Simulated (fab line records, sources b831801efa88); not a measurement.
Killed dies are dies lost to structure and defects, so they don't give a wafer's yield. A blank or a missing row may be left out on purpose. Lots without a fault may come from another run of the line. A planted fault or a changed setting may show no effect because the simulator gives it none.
Chamber matching | flow sky130 | SKY_POLY_GATE_ETCH_17 on rie_si-01: 4 sister chambers
The step etches poly-Si in HBr/Cl2, stops on SiO2, target depth 180 nm, time 70.5 s. 4 wafers are shown with their chamber, then 8 later ones without.

WAFERS WITH THEIR CHAMBER
wafer  | chamber | oes_product_au (a.u.)
L592.2 | 3       | 0.978
L593.5 | 0       | 0.995
L594.5 | 2       | 0.994
L595.1 | 1       | 0.992

WAFERS WITHOUT THEIR CHAMBER
wafer  | oes_product_au (a.u.)
L595.2 | 0.986
L595.3 | 0.990
L599.1 | 0.994
L599.3 | 0.988
L599.6 | 0.982
L603.4 | 1.015
L603.5 | 1.012
L603.6 | 1.004

WHICH CHAMBER EACH WENT THROUGH
wafer  | from the rows above               | in truth
L595.2 | can't be placed: 1 or 2 or 3 or 0 | 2
L595.3 | can't be placed: 1 or 2 or 0 or 3 | 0
L599.1 | can't be placed: 2 or 0 or 1 or 3 | 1
L599.3 | can't be placed: 1 or 2 or 0 or 3 | 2
L599.6 | can't be placed: 3 or 1 or 2 or 0 | 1
L603.4 | can't be placed: 0 or 2 or 1 or 3 | 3
L603.5 | can't be placed: 0 or 2 or 1 or 3 | 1
L603.6 | can't be placed: 0 or 2 or 1 or 3 | 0
Placed correctly: 0 of 8. Can't be placed from these rows: 8 (the true chamber is among the candidates in 8). Placed wrongly: 0.
How it was worked out, from the rows above alone: a wafer's distance from a chamber is the root of the sum, over the readings, of the square of ((its reading less the chamber's mean) divided by the reading's scatter). The wafer belongs to the nearest chamber; if the next one is less than 2 further off, it can't be placed. A chamber's mean is the mean of its shown wafers. The scatter: with one shown wafer a chamber, the root of the mean of the squares of how far each hidden wafer lies from its nearest shown one.
